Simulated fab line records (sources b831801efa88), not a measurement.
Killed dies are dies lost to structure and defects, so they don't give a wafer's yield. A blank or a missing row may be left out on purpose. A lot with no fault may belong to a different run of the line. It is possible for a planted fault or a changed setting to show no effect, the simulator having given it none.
One fault seen from 2 desks    flow gf180mcu    each desk holds nothing but its own numbers, with what lay behind them at the end

DESK OF THE TOOL OWNER: implanter-04
For each lot that ran on this tool, the mean over its sampled wafers that have a number, from the tool's own readings at GF_HV_LDD_IMPLANT_48. The brackets show how far a lot's mean lies from the usual mean; more than 4 standard deviations puts the lot out of limits, marked OUT.
Columns: A = dose ions cm2 at GF_HV_LDD_IMPLANT_48, usual 3e+13; B = faraday current uA at GF_HV_LDD_IMPLANT_48, usual 169
lot   first seen here  A                B
L760  day 12 04:54     3e+13            167
L761  day 12 18:18     3e+13            172
L762  day 13 02:30     3e+13            167
L770  day 15 18:28     3e+13 (-32) OUT  163
L771  day 15 20:03     3e+13 (-32) OUT  163
L778  day 18 13:12     3e+13            170
L780  day 19 02:44     3e+13            171
L782  day 19 21:58     3e+13            169
This desk's finding: out of limits on L770, L771; first on L770, day 15 18:28 (dose ions cm2 at GF_HV_LDD_IMPLANT_48). L760, L761, L762, L778, L780, L782: within limits.

AT THE METROLOGY DESK
What the gauges read, lot by lot, whatever tool the lot ran on: means of the sampled wafers that have a number. The brackets show how far a lot's mean lies from the usual mean; more than 4 standard deviations puts the lot out of limits, marked OUT.
Columns: A = STI_OXIDATION_02_THK at GF_STI_THK_MEAS_30, usual 9.94 nm; B = V1_CVD_02_THK at GF_V1_THK_MEAS_03, usual 890 nm
lot   first seen here  A      B
L760  day 2 06:36      10.09  894
L761  day 2 12:30      10.05  888
L762  day 2 17:36      10.25  870
L763  day 2 21:36      9.85   885
L770  day 4 08:49      9.78   889
L771  day 4 13:44      9.98   891
L774  day 5 07:17      9.64   896
L775  day 5 12:59      10.15  890
L777  day 6 00:16      9.76   901
L778  day 6 05:43      9.53   888
L779  day 6 09:23      9.90   889
L780  day 6 12:55      10.10  884
L781  day 6 17:38      9.86   902
L782  day 7 01:55      9.89   897
This desk's verdict: no lot among the 14 shows anything out of limits.

PUT TOGETHER
At day 15 18:28, on L770, L771, the tool owner's desk was in a position to raise an alarm.
At the metrology desk, nothing out of limits was observed.
The metrology desk holds a record of L770, L771, inside its limits.
The lots listed all ran GF_HV_LDD_IMPLANT_48 on implanter-04.

WHAT THE SIMULATOR HAD PUT IN
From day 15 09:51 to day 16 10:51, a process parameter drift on implanter-04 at GF_HV_LDD_IMPLANT_48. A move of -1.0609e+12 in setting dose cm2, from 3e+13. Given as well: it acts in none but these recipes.
Lots struck among those shown: L770, L771.
How many hours passed from the start of the fault until each desk's first out-of-limits reading: the tool owner's desk, 9.
